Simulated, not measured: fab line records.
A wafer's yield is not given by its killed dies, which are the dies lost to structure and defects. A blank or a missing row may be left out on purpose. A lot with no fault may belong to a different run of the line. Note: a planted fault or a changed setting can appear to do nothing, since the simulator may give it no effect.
Split-lot trial | flow gf180mcu | 23 wafers read from 5 lots, route of 602 steps

## ON THE SPLIT
At GF_M5_PEB_05 (peb time 90 s), the setting peb_temp_c was moved away from the recipe's 135 C on 11 of the 23 wafers read, by -2.7% to +2.9%. For the rest of the wafers, this setting stayed at what the recipe calls for.

## FROM THE SPLIT TO THE READING: what the file shows between them, 1 step
- GF_M5_DEVELOP_06: develop time 60 s

## THE READING
Shown in nm: cd_nm at GF_M5_CD_MEAS_07, with target cd 280 nm. Fault-free wafers of this fab line usually give 279.7 nm, standard deviation 1.2 nm.

wafer  | tool, chamber at the split | peb_temp_c as run, C | against the recipe | cd_nm, nm | against lot-mates on the recipe
L077.1 | litho_track-01, 0          | 135                  | recipe             | 278.4     | -
L077.3 | litho_track-01, 0          | 131.4                | -2.7%              | 290.4     | +12.3
L077.4 | litho_track-01, 0          | 131.4                | -2.7%              | 289.8     | +11.7
L077.5 | litho_track-01, 0          | 135                  | recipe             | 277.8     | -
L077.6 | litho_track-01, 0          | 131.4                | -2.7%              | 290.1     | +12.0
L078.1 | litho_track-01, 0          | 133.3                | -1.3%              | 284.9     | +5.0
L078.3 | litho_track-01, 0          | 135                  | recipe             | 280.2     | -
L078.4 | litho_track-01, 0          | 133.3                | -1.3%              | 284.3     | +4.4
L078.5 | litho_track-01, 0          | 133.3                | -1.3%              | 284.1     | +4.2
L078.6 | litho_track-01, 0          | 135                  | recipe             | 279.5     | -
L080.2 | litho_track-04, 0          | 135                  | recipe             | 278.9     | -
L080.3 | litho_track-04, 0          | 135                  | recipe             | 279.3     | -
L080.4 | litho_track-04, 0          | 135                  | recipe             | 280.0     | -
L082.1 | litho_track-04, 0          | 135                  | recipe             | 278.2     | -
L082.2 | litho_track-04, 0          | 138.9                | +2.9%              | 268.5     | -9.2
L082.3 | litho_track-04, 0          | 138.9                | +2.9%              | 270.0     | -7.8
L082.4 | litho_track-04, 0          | 135                  | recipe             | 277.3     | -
L082.6 | litho_track-04, 0          | 138.9                | +2.9%              | 268.8     | -8.9
L083.1 | litho_track-03, 0          | 138.8                | +2.8%              | 271.5     | -8.9
L083.2 | litho_track-03, 0          | 135                  | recipe             | 281.9     | -
L083.3 | litho_track-03, 0          | 135                  | recipe             | 280.1     | -
L083.4 | litho_track-03, 0          | 135                  | recipe             | 279.2     | -
L083.5 | litho_track-03, 0          | 138.8                | +2.8%              | 272.5     | -7.9

THE FIT
A straight line over all 23 wafers: cd_nm changes by -3.53 nm for each +1% of peb_temp_c; r = -0.98; the points scatter about the line by 1.3 nm.
The same after taking each lot's own level away (the mean of its wafers on the recipe; 23 wafers): -3.54 nm for each +1%; r = -0.98; scatter 1.2 nm.
On that fit, the largest move of peb_temp_c shifts the reading by 10 nm.
From 277.75 to 280.40 nm: that is the span of the lots' own levels, equal to 2.2 times the standard deviation above.
The two slopes are in agreement: the lot-to-lot level therefore moves the slope only a little.
Check: -9.6 nm against its lot-mates is what the line predicts for one of the wafers moved furthest among these (+2.9%) when that wafer is left out of the fit. It came out at -9.25 nm against them.

## OTHER SPLITS APPLIED TO THESE WAFERS
These wafers also went through other splits before the reading. Each is held against what the fit with the lots' levels taken away leaves over:
other split on the same wafers | wafers away from the commonest value | r with cd_nm (lot level and that fit taken away)
GF_MIM_CVD_05 time_s           | 10                                   | +0.06
GF_MIM_METAL_ETCH_19 time_s    | 8                                    | +0.01

## THE WHOLE CHAIN: every reading that the file lists as answering this split, in the file's order
step                | what it does                                                                         | reading                                                   | change (the file's fit)              | r (the file's)
GF_M5_CD_MEAS_07    | target cd 280 nm                                                                     | cd_nm                                                     | -3.47 nm for each +1% of the setting | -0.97
GF_M5_ETCH_09       | etches Si3N4 in CF4/O2, target depth 52 nm, time 11.6 s                              | M5.cd_nm (the simulator's own value, which no gauge read) | -3.51 nm for each +1% of the setting | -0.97
GF_M5_METAL_ETCH_10 | etches the open film in Cl2/BCl3, stops on SiO2, target depth 627.5 nm, time 104.6 s | M5.cd_nm (the simulator's own value, which no gauge read) | -3.85 nm for each +1% of the setting | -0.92

## FILE'S OWN FIT
cd_nm changes by -3.47 nm for each +1% of peb_temp_c, r = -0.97.
